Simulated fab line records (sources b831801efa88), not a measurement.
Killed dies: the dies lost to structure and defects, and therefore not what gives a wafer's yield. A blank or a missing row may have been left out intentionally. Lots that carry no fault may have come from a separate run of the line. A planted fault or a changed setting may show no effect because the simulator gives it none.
Comparing a struck lot with a sound one :: flow gf180mcu :: 13 steps out of a route of 602
Sound: the wafers L608.4, L608.5, L608.6. Struck: wafers L610.1, L610.2, L610.3. Last of all comes the cause.
Order at every step that has rows: each side's tool, ch and its chambers, its first start. Under that, the readings that differ: sound wafers :: struck wafers :: difference of the means :: sigmas: that difference in standard deviations of wafers without a fault.
alike: readings whose means differ by less than 2 such deviations, and words and numbers that are the same on both sides. not compared: withheld readings, readings that some wafer has no value for, bounds like >300 that may hide the same value, and numbers for which the record gives no deviation and whose values overlap.
The two part at a step that has a row with sigmas, a row that says differs or no value, or rows on one side only. Numbers that don't overlap but have no deviation are shown without sigmas and don't part them. Lack of a reading on every wafer of one side parts them only where that side has two or more wafers.

GF_V5_CD_MEAS_14 targets a cd of 260 nm.
  sound: cdSem-02 at day 29 06:17; struck: cdSem-02 at day 29 16:05
  alike: cdNm
GF_V5_OVL_MEAS_15:
  sound: overlay-02 at day 29 06:22; struck: overlay-01 at day 29 16:12
  alike: V5_OVL
then, 1 step without rows for these wafers: GF_V5_ETCH_16 (etches BARC in N2/H2).
GF_V5_ETCH_17: etches SiO2 in C4F8/O2/Ar, stops on TiN, target depth 855 nm.
  sound: rieDiel-03 ch 0,1; struck: rieDiel-03 ch 0,2,3
  alike: oesProductAu
GF_V5_STRIP_18: strips in O2/N2.
  sound on plasmaAsher-02 ch 0,1, day 29 06:35; struck on plasmaAsher-04 ch 0,1, day 29 16:23
  alike: drypumpMotorCurrentA, heaterPowerW, oesProductAu
  not compared: rfHoursCounterH
then, 2 steps without rows for these wafers: GF_V5_STRIP_19 (strips in post etch residue remover, time 1200 s); GF_V5_CLEAN_20 (cleans in DIW).
GF_V5_SPUTTER_21: material Ti, target thk 15 nm, time 80.02 s.
  sound: pvdSputter-02 at day 29 07:05; struck: pvdSputter-01 at day 29 16:58
  alike: throttleValvePct
GF_V5_SPUTTER_22: material TiN, target thk 10 nm, time 40 s.
  sound: pvdSputter-02 at day 29 07:08; struck: pvdSputter-01 at day 29 17:01
  alike: throttleValvePct
GF_V5_CVD_23: deposits W, target thk 350 nm, time 104.9 s.
  sound on cvdW-02 ch 0,1, day 29 07:13; struck on cvdW-02 ch 0,1, day 29 17:04
  alike: heaterPowerOuterW, heaterPowerW
  not compared: sinceWetCleanH
GF_V5_RS_MEAS_24: measurement is done with a four-point probe.
  sound: filmMetro-03 at day 29 07:21; struck: filmMetro-03 at day 29 17:10
  alike: V5_W_RS
GF_V5_THK_MEAS_25: measures by xrf.
  sound: filmMetro-03 at day 29 07:26; struck: filmMetro-03 at day 29 17:17
  alike: V5_W_THK
GF_V5_CMP_26: polishes, stops on SiO2, t overpolish 15 s, target thk 0 nm.
  sound on cmp-01 ch 2,3, day 29 07:35; struck on cmp-02 ch 0,2,3, day 29 17:21
  no value came back on the struck wafers for any of 6 readings (edgeZonePressureFrac, headPressurePsi (psi) and others); on the sound wafers edgeZonePressureFrac reads 0.998 1.012 0.998
reading: model.W_of_V5_CVD_23.thkNm (nm)
sound: 0 0 0
struck: 350 348.1 347.5
difference: +349
sigmas: 

== WHERE THEY PART ==
Only at GF_V5_CMP_26, as far as this record shows.

WHY: whatever the simulator had introduced
Entire step skipped (cmp-02, GF_V5_CMP_26), from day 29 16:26 onward. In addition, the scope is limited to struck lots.
